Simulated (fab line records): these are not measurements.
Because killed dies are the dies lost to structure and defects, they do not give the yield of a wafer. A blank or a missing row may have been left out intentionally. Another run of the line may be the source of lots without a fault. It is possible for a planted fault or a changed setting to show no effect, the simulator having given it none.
2 desks, one fault    flow sky130    every desk sees just its own numbers, and what lay behind them comes last

## TOOL OWNER'S DESK, pvd-sputter-02
At SKY_CAP2M_SPUTTER_02 (material TiN, target thk 200 nm, time 166.7 s) the tool's own readings: per lot run on this tool, the mean of the sampled wafers that have a number. A lot is out of limits, marked OUT, if its mean lies more than 4 standard deviations from the usual mean; the brackets give that distance.
Columns: A = throttle-valve-pct at SKY_CAP2M_SPUTTER_02, usual 30.4 %
lot   first seen here  A
L901  day 39 20:02     29.2
L902  day 39 21:13     29.2
L907  day 41 02:35     30.6
L908  day 41 22:19     30.6
L910  day 42 00:02     30.4
L918  day 44 15:52     30.2
L920  day 44 21:11     30.9
This desk's finding: nothing out of limits on any of the 7 lots.

## FROM THE METROLOGY DESK
What the gauges read for every lot (on any tool): the sampled wafers with a number, averaged. A lot is out of limits, marked OUT, if its mean lies more than 4 standard deviations from the usual mean; the brackets give that distance.
Columns: A = VIA3_OVL at SKY_VIA3_OVL_MEAS_13, usual -1 nm; B = CAP2M_TIN_RS at SKY_CAP2M_RS_MEAS_03, usual 6.90 ohm/sq; C = CAP2M_TIN_THK at SKY_CAP2M_THK_MEAS_04, usual 201.7 nm
lot   first seen here  A   B                        C
L901  day 39 18:21     -1  6.89                     201.4
L902  day 39 19:33     -8  6.81                     204.1
L907  day 41 00:54     -3  6.95                     200.9
L908  day 41 20:27     -4  17.18 (+99 or more) OUT  83.8 (-74) OUT
L910  day 41 22:23     4   16.89 (+99 or more) OUT  84.6 (-73) OUT
L916  day 43 17:44     4   6.93                     201.4
L918  day 44 14:15     -5  6.96                     200.3
L920  day 44 19:32     1   6.95                     200.8
L922  day 45 09:27     -4  6.93                     200.9
L923  day 45 14:39     -4  7.01                     198.9
This desk's result: L908, L910 out of limits, first on L908 (CAP2M_TIN_RS at SKY_CAP2M_RS_MEAS_03), day 41 22:27. In limits: L901, L902, L907, L916, L918, L920, L922, L923.

## PUT TOGETHER
On L908, L910, the metrology desk was in a position to raise an alarm at day 41 22:27.
Nothing out of limits was seen by the tool owner's desk.
On record at the tool owner's desk: L908, L910, within its limits.
All the named lots went through SKY_CAP2M_SPUTTER_02 on pvd-sputter-02.

## WHAT THE SIMULATOR HAD INSERTED
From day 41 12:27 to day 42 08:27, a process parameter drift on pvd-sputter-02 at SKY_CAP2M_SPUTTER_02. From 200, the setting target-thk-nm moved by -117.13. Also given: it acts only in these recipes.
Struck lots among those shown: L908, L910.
Hours from the fault's start to each desk's first reading out of limits: the metrology desk, 10.
